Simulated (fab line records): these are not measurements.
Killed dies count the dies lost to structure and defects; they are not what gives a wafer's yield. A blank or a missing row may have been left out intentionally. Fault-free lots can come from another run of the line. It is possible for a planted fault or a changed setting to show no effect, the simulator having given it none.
A single fault, viewed from 2 desks -- flow gf180mcu -- numbers are kept per desk, each desk with only its own; the story behind them comes last

## AT THE METROLOGY DESK
Lot by lot, what the gauges showed, no matter which tool ran the lot: averages of those sampled wafers that carry a number. Any lot whose mean is over 4 standard deviations away from the usual mean is out of limits and marked OUT; that distance is given in the brackets. 7 of its 12 readings are shown, namely those furthest out on some lot.
Columns: A = HV_LDD_RS at GF_HV_LDD_RS_MEAS_53, usual 418.2 ohm/sq; B = HV_LDD_CVD_54_THK at GF_HV_LDD_THK_MEAS_55, usual 10.01 nm; C = HV_LDD_CVD_56_THK at GF_HV_LDD_THK_MEAS_57, usual 88.2 nm; D = cd nm at GF_NSD_CD_MEAS_07, usual 400.1 nm; E = NSD_TW at GF_NSD_TW_MEAS_12, usual 4229; F = cd nm at GF_PSD_CD_MEAS_07, usual 400.9 nm; G = PSD_OVL at GF_PSD_OVL_MEAS_08, usual 0.0 nm
lot,first seen here,A,B,C,D,E,F,G
L745,day 12 10:29,418.6,10.14,88.9,401.2,4242,398.1,-1.9
L746,day 12 22:37,417.6,10.02,89.2,395.1,4238,400.8,-1.7
L749,day 13 19:53,418.2,9.89,88.4,397.9,4255,397.2,-1.8
L764,day 19 03:44,418.6,9.98,89.5,402.5,4170,400.9,-1.0
L768,day 20 03:05,417.0,9.86,87.4,398.4,4174,396.4,0.9
This desk's finding: nothing out of limits on any of the 5 lots.

## AT THE TOOL OWNER'S DESK: rie diel-03
The tool's own readings at GF_HV_LDD_ETCHBACK_58 (etches Si3N4 in CH3F/O2, stops on SiO2, time 100 s, target depth 90 nm): means of the sampled wafers that have a number, for each lot that ran on this tool. Any lot whose mean is over 4 standard deviations away from the usual mean is out of limits and marked OUT; that distance is given in the brackets.
Columns: A = bias w at GF_HV_LDD_ETCHBACK_58, usual 79.98 W; B = drypump motor current A at GF_HV_LDD_ETCHBACK_58, usual 5.5 A; C = oes product au at GF_HV_LDD_ETCHBACK_58, usual 0.833 a.u.; D = rf fwd power W at GF_HV_LDD_ETCHBACK_58, usual 397.8 W; E = throttle valve pct at GF_HV_LDD_ETCHBACK_58, usual 10.562 %
lot,first seen here,A,B,C,D,E
L745,day 12 13:45,79.75,5.6,0.838,398.5,10.559
L749,day 13 23:09,71.77 (-33) OUT,5.1,0.834,396.5,10.560
L764,day 19 06:58,79.95,5.3,0.843,397.4,10.561
L768,day 20 07:40,79.68,5.6,0.830,397.5,10.556
This desk finds L749 out of limits, L749 being first, at day 13 23:09 (bias w at GF_HV_LDD_ETCHBACK_58). L745, L764, L768: within limits.

## ALL TOGETHER
The tool owner's desk had the chance to raise an alarm at day 13 23:09 on L749.
The metrology desk saw nothing out of limits.
The metrology desk has L749 on record, within its limits.
On rie diel-03, each named lot ran GF_HV_LDD_ETCHBACK_58.

## WHAT THE SIMULATOR HAD INSERTED
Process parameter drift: rie diel-03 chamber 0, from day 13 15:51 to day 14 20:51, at GF_HV_LDD_ETCHBACK_58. Setting bias w, moved by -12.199, from 80. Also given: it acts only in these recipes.
Lots struck among those shown: L749.
Delay in hours, fault start to first out-of-limits reading, by desk: the tool owner's desk at 7.
